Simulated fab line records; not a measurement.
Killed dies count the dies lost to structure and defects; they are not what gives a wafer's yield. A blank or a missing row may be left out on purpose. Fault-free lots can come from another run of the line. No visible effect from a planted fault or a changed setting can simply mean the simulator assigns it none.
A struck lot beside a sound one / flow sfq-line / 14 steps out of a route of 325
Sound: wafers L551.1, L551.2, L551.6. Struck: wafers L560.2, L560.5 (left out: L560.4, a lot-mate that was not struck); the cause follows at the end.
For every step that has rows: the tool of each side, followed by ch and its chambers, followed by its first start. Under that, the readings that differ: sound wafers / struck wafers / difference of the means / sigmas: that difference in standard deviations of wafers without a fault.
alike: readings whose means differ by less than 2 such deviations, and words and numbers that are the same on both sides. not compared: withheld readings, readings that some wafer has no value for, bounds like >300 that may hide the same value, and numbers for which the record gives no deviation and whose values overlap.
A row with sigmas, a row that says differs or no value, or rows on one side alone: a step with any of these is where the two part. When numbers do not overlap yet have no deviation, they are printed without sigmas and do not part them. A reading missing from all wafers of one side parts the sides only when that side holds two or more wafers.

first, 2 steps without rows for these wafers: SFQ_TRILAYER_I2_VIA_STRIP_SOLV_CLEAN_072 (cleans in NMP, time 600 s); SFQ_TRILAYER_M3_DEP_PRE_CLEAN_074 (time 22.5 s).
SFQ_TRILAYER_M3_DEP_SPUTTER_073: material Nb, target thk 200 nm, time 133.3 s.
  struck on pvd-sputter-06, day 34 19:30; sound on pvd-sputter-06, day 31 11:47
  alike: base-pressure-pa, throttle-valve-pct
SFQ_M3_RS_MEAS_919: uses a four-point probe to measure.
  struck on film-metro-02, day 34 19:37; sound on film-metro-04, day 31 11:53
  alike: M3_NB_RS
then, 6 steps without rows for these wafers: SFQ_TRILAYER_M3_LITHO_COAT_080 (resist thk 62 nm); SFQ_TRILAYER_M3_LITHO_COAT_075 (resist thk 600 nm); SFQ_TRILAYER_M3_LITHO_SOFTBAKE_079; SFQ_TRILAYER_M3_LITHO_EXPOSE_076 (exposes mask M3, target cd 500 nm); SFQ_TRILAYER_M3_LITHO_PEB_078 (peb time 60 s); SFQ_TRILAYER_M3_LITHO_DEVELOP_077 (time 60 s).
-- the record jumps here: 6 days lie between the struck wafers' starts before and after --
SFQ_M3_OVL_MEAS_921:
  struck on overlay-02, day 40 14:52; sound on overlay-02, day 36 19:40
  alike: M3_OVL
SFQ_TRILAYER_M3_BARC_OPEN_METAL_ETCH_100: etches BARC in O2, target depth 125 nm, time 41.7 s.
  sound on rie-metal-01 ch 0,1, day 36 19:43; struck on rie-metal-01 ch 1, day 40 14:55
reading=oes-product-au (a.u.); sound=0.689 0.692 0.682; struck=0.745 0.745; difference=+0.057; sigmas=+12
reading=run-length-s (s); sound=70.9 69.7 69.3; struck=66.4 65.7; difference=-3.9; sigmas=-4
reading=model.KrF_of_TRILAYER_M3_LITHO_COAT_075.thk-nm (nm); sound=526 525.2 525.9; struck=529.9 530.3; difference=+4.4; sigmas=
  alike: drypump-motor-current-A
  not compared: rf-hours-counter-h
SFQ_TRILAYER_M3_ETCH_METAL_ETCH_078: etches Nb in Cl2/Ar, stops on SiO2, target depth 240 nm, time 120 s.
  sound on rie-metal-01 ch 0,1, day 36 19:46; struck on rie-metal-01 ch 1, day 40 15:04
reading=model.KrF_of_TRILAYER_M3_LITHO_COAT_075.thk-nm (nm); sound=382.7 386.5 386.3; struck=386.7 388.6; difference=+2.5; sigmas=
  alike: drypump-motor-current-A, oes-product-au, run-length-s
  not compared: rf-hours-counter-h
SFQ_TRILAYER_M3_STRIP_STRIP_079: strips in O2.
  sound on rie-metal-01 ch 0,1, day 36 19:53; struck on rie-metal-01 ch 1, day 40 15:28
  alike: drypump-motor-current-A, oes-product-au
  not compared: rf-hours-counter-h

WHERE THEY PART
Only at SFQ_TRILAYER_M3_BARC_OPEN_METAL_ETCH_100, within this record. Later steps at which nothing parts them and some readings are alike: SFQ_TRILAYER_M3_ETCH_METAL_ETCH_078, SFQ_TRILAYER_M3_STRIP_STRIP_079.

WHY: what the simulator had put in
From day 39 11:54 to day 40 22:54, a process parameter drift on rie-metal-01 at SFQ_TRILAYER_M3_BARC_OPEN_METAL_ETCH_100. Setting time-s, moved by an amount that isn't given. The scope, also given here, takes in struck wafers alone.
